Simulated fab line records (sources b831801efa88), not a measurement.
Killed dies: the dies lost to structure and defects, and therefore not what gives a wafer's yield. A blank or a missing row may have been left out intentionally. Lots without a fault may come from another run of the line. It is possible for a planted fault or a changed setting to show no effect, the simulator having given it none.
Which tool is to blame?    flow sfq-line    14 lots (42 wafers sampled), 1 step of a 325-step route

## WHAT EACH GAUGE READ, for each wafer
SFQ_INCOMING_BOW_MEAS_900. Usual: INCOMING_BOW typically reads 0 um, with standard deviation 7.
lot   measured     on             INCOMING_BOW (um)  flag
L671  day 1 10:00  film-metro-04  -7 -2 -8           
L672  day 1 15:00  film-metro-03  -3 2 -3            
L675  day 2 06:00  film-metro-04  1 -14 1            
L676  day 2 11:00  film-metro-03  3 -2 13            
L678  day 2 21:00  film-metro-01  9 2 -1             
L679  day 3 02:04  film-metro-03  -3 2 1             
L681  day 3 12:01  film-metro-03  -1 10 3            
L682  day 3 17:00  film-metro-04  11 -12 14          
L683  day 3 22:00  film-metro-03  1 0 -12            
L684  day 4 03:00  film-metro-04  3 4 -12            
L685  day 4 08:04  film-metro-01  2 9 3              
L686  day 4 13:00  film-metro-01  7 -6 -2            
L687  day 4 18:00  film-metro-03  4 -10 2            
L694  day 6 05:01  film-metro-04  -5 -11 3           

## TOOL THAT RAN EACH LOT (tool first, then ch and the chambers of the sampled wafers, then the start)
The record shows no process step preceding these readings.

## AS READ BY THE TOOLS THEMSELVES (means over the sampled wafers that have a number; for cases with no such wafer, the mark the record gives instead)
The record holds no such reading with a usual standard deviation.

## THE ANSWER, worked out from the rows above alone
Rule: a lot is off if the mean of its wafers that have a number lies more than 3 standard deviations from the usual mean. Also off: a lot with no number at a reading for which 4 or more lots have one. All remaining lots with rows at the step are treated as sound. After the gauges, taken in route order, come the tools' own readings; for these a lot's mean is taken, as printed above. The first step at which some lot is off is used, and at that step the reading that is off furthest; a lot without a number counts as furthest.
No lot is off on any of the readings shown, so nothing can be concluded from this.

## WHAT THE SIMULATOR HAD INSERTED
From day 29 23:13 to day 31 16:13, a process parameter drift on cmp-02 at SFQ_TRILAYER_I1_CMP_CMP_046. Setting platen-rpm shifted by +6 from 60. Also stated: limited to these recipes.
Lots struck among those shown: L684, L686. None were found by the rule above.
